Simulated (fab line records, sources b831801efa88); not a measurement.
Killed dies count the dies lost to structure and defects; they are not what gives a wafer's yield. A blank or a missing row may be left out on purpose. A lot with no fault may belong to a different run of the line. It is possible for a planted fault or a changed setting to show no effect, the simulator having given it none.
A single fault, viewed from 2 desks    flow gf180mcu    every desk sees just its own numbers, and what lay behind them comes last

## DESK OF THE TOOL OWNER: lpcvd-02
The tool's own readings at GF_HV_LDD_CVD_56 (deposits Si3N4 from DCS/NH3, target thk 90 nm, time 1543 s): means of the sampled wafers that have a number, for each lot that ran on this tool. A lot is out of limits, marked OUT, if its mean lies more than 4 standard deviations from the usual mean; the brackets give that distance.
Columns: A = spikeTcCentreC at GF_HV_LDD_CVD_56, usual 771.3 C; B = spikeTcLowerC at GF_HV_LDD_CVD_56, usual 769.4 C; C = spikeTcUpperC at GF_HV_LDD_CVD_56, usual 770.1 C; D = susceptorTempC at GF_HV_LDD_CVD_56, usual 770.0 C; E = zonePowerUpperPct at GF_HV_LDD_CVD_56, usual 12.6 %
lot   first seen here  A      B      C      D                E
L511  day 13 12:54     768.2  764.6  765.4  766.2 (-12) OUT  10.6
L520  day 17 03:49     771.8  771.3  769.8  770.1            14.4
L521  day 17 14:53     771.2  769.1  769.4  769.8            10.7
L523  day 18 00:41     771.6  770.7  769.6  770.5            14.4
L526  day 18 23:38     771.1  769.3  769.9  770.3            10.8
L529  day 19 16:02     771.5  769.6  769.4  770.0            10.7
L530  day 20 02:41     770.9  769.4  769.4  770.3            14.5
This desk's finding: out of limits on L511; first on L511, day 13 12:54 (susceptorTempC at GF_HV_LDD_CVD_56). L520, L521, L523, L526, L529, L530 stayed within limits.

## FROM THE METROLOGY DESK
What the gauges read for every lot (on any tool): the sampled wafers with a number, averaged. A lot is out of limits, marked OUT, if its mean lies more than 4 standard deviations from the usual mean; the brackets give that distance.
Columns: A = HV_LDD_3_TW at GF_HV_LDD_TW_MEAS_38, usual 1442; B = HV_LDD_CVD_54_THK at GF_HV_LDD_THK_MEAS_55, usual 9.96 nm; C = HV_LDD_CVD_56_THK at GF_HV_LDD_THK_MEAS_57, usual 90.0 nm; D = NSD_TW at GF_NSD_TW_MEAS_12, usual 4249
lot   first seen here  A     B      C                D
L508  day 11 20:55     1439  9.94   89.0             4306
L511  day 12 14:40     1469  9.98   84.7 (-7.0) OUT  4186
L513  day 13 14:56     1463  9.79   88.8             4280
L520  day 16 04:37     1458  10.04  91.2             4161
L521  day 16 14:50     1458  9.96   90.7             4249
L522  day 16 19:24     1418  9.85   89.6             4255
L523  day 17 00:24     1462  10.04  90.1             4279
L525  day 17 16:43     1414  9.94   89.5             4227
L526  day 17 21:56     1467  10.04  89.8             4289
L527  day 18 06:43     1443  9.93   90.5             4281
L529  day 18 14:06     1411  10.02  89.7             4301
L530  day 19 01:00     1412  9.91   89.5             4174
This desk reports L511 out of limits; the earliest was L511 at day 13 14:20 (HV_LDD_CVD_56_THK at GF_HV_LDD_THK_MEAS_57). L508, L513, L520, L521, L522, L523, L525, L526, L527, L529, L530 stayed within limits.

## TAKEN TOGETHER
An alarm could have come from the tool owner's desk at day 13 12:54, on L511.
On L511, the metrology desk was in a position to raise an alarm at day 13 14:20.
GF_HV_LDD_CVD_56 was run on lpcvd-02 by each of the lots named.

## WHAT HAD BEEN PUT IN BY THE SIMULATOR
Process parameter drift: lpcvd-02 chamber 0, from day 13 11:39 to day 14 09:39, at GF_HV_LDD_CVD_56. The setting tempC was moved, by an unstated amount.
Shown lots that were struck: L511.
Time in hours from fault onset to the first out-of-limits reading at each desk: tool owner's desk 1, metrology desk 3.
